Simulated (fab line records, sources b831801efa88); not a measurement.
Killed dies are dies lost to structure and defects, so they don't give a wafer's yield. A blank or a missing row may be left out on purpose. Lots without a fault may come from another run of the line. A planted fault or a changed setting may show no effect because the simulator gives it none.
Which tool did it? | flow gf180mcu | 12 lots, 36 wafers sampled, at 4 steps of a route of 602

WHAT THE GAUGES READ, wafer by wafer
GF_PASSIVATION_THK_MEAS_03. Usual: PASSIVATION_CVD_02_THK 696 nm, standard deviation 9.5.
lot  | measured     | on            | PASSIVATION_CVD_02_THK (nm) | flag
L906 | day 28 06:27 | film_metro-01 | 690 703 697                 |
L907 | day 28 16:56 | film_metro-03 | 686 681 685                 |
L908 | day 28 22:31 | film_metro-01 | 700 699 712                 |
L910 | day 29 12:20 | film_metro-04 | 684 695 704                 |
L911 | day 29 19:57 | film_metro-03 | 703 690 700                 |
L912 | day 30 02:40 | film_metro-03 | 696 710 707                 |
L913 | day 30 16:59 | film_metro-03 | 694 705 700                 |
L914 | day 30 20:18 | film_metro-03 | 700 715 708                 |
L917 | day 31 16:32 | film_metro-01 | 700 708 711                 |
L918 | day 31 19:11 | film_metro-04 | 690 697 705                 |
L919 | day 32 01:29 | film_metro-01 | 684 690 711                 |
L921 | day 32 16:03 | film_metro-01 | 681 693 693                 |

WHICH TOOL RAN EACH LOT (tool, then ch and the chambers of the sampled wafers, then the start)
lot  | GF_M4_STRIP_17                       | GF_TOP_METAL_SPUTTER_01      | GF_TOP_METAL_SPUTTER_03
L906 | plasma_asher-02 ch 0,1, day 23 12:07 | pvd_sputter-01, day 27 09:30 | pvd_sputter-01, day 27 09:34
L907 | plasma_asher-02 ch 0,1, day 24 02:15 | pvd_sputter-01, day 27 20:26 | pvd_sputter-01, day 27 20:31
L908 | plasma_asher-02 ch 0,1, day 24 05:40 | pvd_sputter-02, day 28 01:37 | pvd_sputter-02, day 28 01:41
L910 | plasma_asher-03 ch 0,1, day 24 23:33 | pvd_sputter-02, day 28 16:13 | pvd_sputter-02, day 28 16:17
L911 | plasma_asher-02 ch 0,1, day 25 07:15 | pvd_sputter-01, day 28 23:39 | pvd_sputter-01, day 28 23:44
L912 | plasma_asher-01 ch 0,1, day 25 14:36 | pvd_sputter-04, day 29 06:26 | pvd_sputter-04, day 29 06:30
L913 | plasma_asher-01 ch 0,1, day 26 07:55 | pvd_sputter-04, day 29 21:34 | pvd_sputter-04, day 29 21:38
L914 | plasma_asher-03 ch 0,1, day 26 11:52 | pvd_sputter-01, day 30 00:53 | pvd_sputter-01, day 30 00:58
L917 | plasma_asher-02 ch 0,1, day 27 10:04 | pvd_sputter-02, day 30 21:38 | pvd_sputter-02, day 30 21:43
L918 | plasma_asher-02 ch 0,1, day 27 12:45 | pvd_sputter-04, day 31 00:22 | pvd_sputter-04, day 31 00:26
L919 | plasma_asher-02 ch 0,1, day 27 21:20 | pvd_sputter-04, day 31 06:52 | pvd_sputter-04, day 31 06:56
L921 | plasma_asher-02 ch 0,1, day 28 13:28 | pvd_sputter-01, day 31 21:56 | pvd_sputter-01, day 31 22:01
- GF_M4_STRIP_17: strips in O2/N2.
- GF_TOP_METAL_SPUTTER_01: material TiN, target thk 30 nm, time 25 s.
- GF_TOP_METAL_SPUTTER_03: material Ti, target thk 5 nm, time 3.3 s.

WHAT THE TOOLS THEMSELVES READ (means of the sampled wafers that have a number; where no wafer has one, the mark that the record gives instead)
GF_M4_STRIP_17. Usual: drypump_motor_current_A 5.87 A, standard deviation 0.2; heater_power_w 341 W, standard deviation 14; oes_product_au 0.558 a.u., standard deviation 0.0048; strip_time_to_endpoint_s 7.89 s, standard deviation 0.045.
lot  | tool            | drypump_motor_current_A (A) | heater_power_w (W) | oes_product_au (a.u.) | strip_time_to_endpoint_s (s) | flag
L906 | plasma_asher-02 | 6.01                        | 353                | 0.553                 | 7.82                         |
L907 | plasma_asher-02 | 5.91                        | 341                | 0.561                 | 7.94                         |
L908 | plasma_asher-02 | 5.90                        | 341                | 0.558                 | 7.89                         |
L910 | plasma_asher-03 | 5.66                        | 332                | 0.562                 | 7.89                         |
L911 | plasma_asher-02 | 5.90                        | 345                | 0.560                 | 7.93                         |
L912 | plasma_asher-01 | 5.86                        | 333                | 0.559                 | 7.91                         |
L913 | plasma_asher-01 | 5.88                        | 332                | 0.559                 | 7.80                         |
L914 | plasma_asher-03 | 5.78                        | 343                | 0.556                 | 7.89                         |
L917 | plasma_asher-02 | 6.01                        | 352                | 0.554                 | 7.83                         |
L918 | plasma_asher-02 | 6.02                        | 355                | 0.561                 | 7.90                         |
L919 | plasma_asher-02 | 6.02                        | 355                | 0.560                 | 7.93                         |
L921 | plasma_asher-02 | 6.01                        | 346                | 0.558                 | 7.87                         |

GF_TOP_METAL_SPUTTER_01. Usual: chamber_pressure_pa 0.4000 Pa, standard deviation 0.00072; throttle_valve_pct 30.2 %, standard deviation 1.1.
lot  | tool           | chamber_pressure_pa (Pa) | throttle_valve_pct (%) | flag
L906 | pvd_sputter-01 | 0.4009                   | 29.5                   |
L907 | pvd_sputter-01 | 0.3996                   | 29.5                   |
L908 | pvd_sputter-02 | 0.3997                   | 31.3                   |
L910 | pvd_sputter-02 | 0.4001                   | 32.3                   |
L911 | pvd_sputter-01 | 0.4001                   | 30.0                   |
L912 | pvd_sputter-04 | 0.4002                   | 29.6                   |
L913 | pvd_sputter-04 | 0.3992                   | 29.8                   |
L914 | pvd_sputter-01 | 0.4002                   | 30.4                   |
L917 | pvd_sputter-02 | 0.3999                   | 31.7                   |
L918 | pvd_sputter-04 | 0.3997                   | 30.0                   |
L919 | pvd_sputter-04 | 0.3999                   | 29.6                   |
L921 | pvd_sputter-01 | 0.4006                   | 29.3                   |

GF_TOP_METAL_SPUTTER_03. Usual: chamber_pressure_pa 0.3001 Pa, standard deviation 0.00063; throttle_valve_pct 30.2 %, standard deviation 1.1.
lot  | tool           | chamber_pressure_pa (Pa) | throttle_valve_pct (%) | flag
L906 | pvd_sputter-01 | 0.3001                   | 29.5                   |
L907 | pvd_sputter-01 | 0.3004                   | 29.2                   |
L908 | pvd_sputter-02 | 0.3005                   | 31.1                   |
L910 | pvd_sputter-02 | 0.3003                   | 32.4                   |
L911 | pvd_sputter-01 | 0.3007                   | 30.0                   |
L912 | pvd_sputter-04 | 0.2998                   | 29.7                   |
L913 | pvd_sputter-04 | 0.3002                   | 29.9                   |
L914 | pvd_sputter-01 | 0.2997                   | 30.4                   |
L917 | pvd_sputter-02 | 0.2999                   | 31.8                   |
L918 | pvd_sputter-04 | 0.2997                   | 29.9                   |
L919 | pvd_sputter-04 | 0.2996                   | 29.6                   |
L921 | pvd_sputter-01 | 0.3004                   | 29.4                   |

THE ANSWER, worked out from the rows above alone
Rule: a lot is off if the mean of its wafers that have a number lies more than 3 standard deviations from the usual mean. A lot without any number at a reading at which 4 lots or more have one is off too. The other lots that the step has rows for count as sound. The gauges are gone through in route order, then the tools' own readings, and for those a lot's mean is taken as printed above. The first step at which some lot is off is used, and at that step the reading that is off furthest; a lot without a number counts as furthest.
No lot is off at any reading shown: from this, nothing can be told.

WHAT THE SIMULATOR HAD PUT IN
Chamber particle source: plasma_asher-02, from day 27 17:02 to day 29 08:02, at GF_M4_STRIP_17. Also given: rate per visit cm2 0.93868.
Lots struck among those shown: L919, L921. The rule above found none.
